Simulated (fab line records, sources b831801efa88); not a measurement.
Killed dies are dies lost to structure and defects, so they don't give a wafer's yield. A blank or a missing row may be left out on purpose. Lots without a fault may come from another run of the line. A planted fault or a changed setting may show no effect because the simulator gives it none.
Problem report in the 8D (eight disciplines) form, filled by code | flow sky130 | the parts of the form that need people (team, actions taken, sign-off) are left out

1. THE PROBLEM
chamber_pressure_pa at SKY_METAL4_SPUTTER_03 reads a mean of 0.3502 Pa on 9 wafers of 3 lots; wafers without a fault read 0.3999 Pa with a standard deviation of 0.00079. That is -63 standard deviations from the usual mean.
The step: material Ti, target thk 5 nm, time 3.3 s.
First seen on wafer L254.1, day 42 00:14, on pvd_sputter-01. The record holds 36 wafers of 12 lots with a number at this step. Rule for "out", or "out of limits": more than 4 standard deviations from the usual mean. The other wafers with a number count as sound.

2. WHAT IT IS AND WHAT IT IS NOT
question                    | is                     | is not
which readings at this step | chamber_pressure_pa    | cathode_dc_power_W
which lots                  | L254, L255, L257       | L246, L247, L249, L253, L261, L265, L266, L267, L269
which wafers of those lots  | all that have a number | -
read on which tools         | pvd_sputter-01         | pvd_sputter-02, pvd_sputter-03
when                        | from day 42 00:14      | up to then (12 sound wafers); but 15 sound wafers of L261, L265, L266, L267, L269 came after

3. SUSPECTS, AND WHAT RULES EACH OUT
Counting: a tool at a process step up to the reading stays a suspect if it ran every lot that is out and no sound lot after the first of them.
- pvd_sputter-01 at SKY_METAL4_SPUTTER_03 (material Ti, target thk 5 nm, time 3.3 s): ruled out as a lasting fault. Sound lots L267 ran on it after its first lot that is out, L254 (day 42 00:14).
Left after counting: nothing in the record.

4. THE CAUSE (what the simulator had put in)
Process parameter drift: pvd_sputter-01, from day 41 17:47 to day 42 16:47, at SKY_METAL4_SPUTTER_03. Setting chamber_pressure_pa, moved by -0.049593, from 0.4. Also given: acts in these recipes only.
Counting ruled it out, wrongly.

5. THE CHAIN OF EFFECTS, in route order
Each row: a reading whose mean over the struck wafers that have a number lies more than 3 standard deviations from the usual. Only readings for which the record gives a usual standard deviation are gone through. hours: the time from each lot's start at the first step in this table that gives one to its start at this step, as a median over the lots. sigmas: the change in usual standard deviations.
hours | step                  | reading             | usual     | on struck wafers | change  | sigmas
0     | SKY_METAL4_SPUTTER_03 | chamber_pressure_pa | 0.3999 Pa | 0.3502           | -0.0497 | -63
The process steps in it:
- SKY_METAL4_SPUTTER_03: material Ti, target thk 5 nm, time 3.3 s.
Later measuring or inspecting steps at which every struck wafer that the step has a row for has a number for every such reading, and none has moved that far: SKY_CAP2M_THK_MEAS_04.

6. WHAT WOULD HAVE CAUGHT IT SOONER
In this record the first reading out of limits was taken at day 42 00:14, 6 hours after the fault began at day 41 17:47.
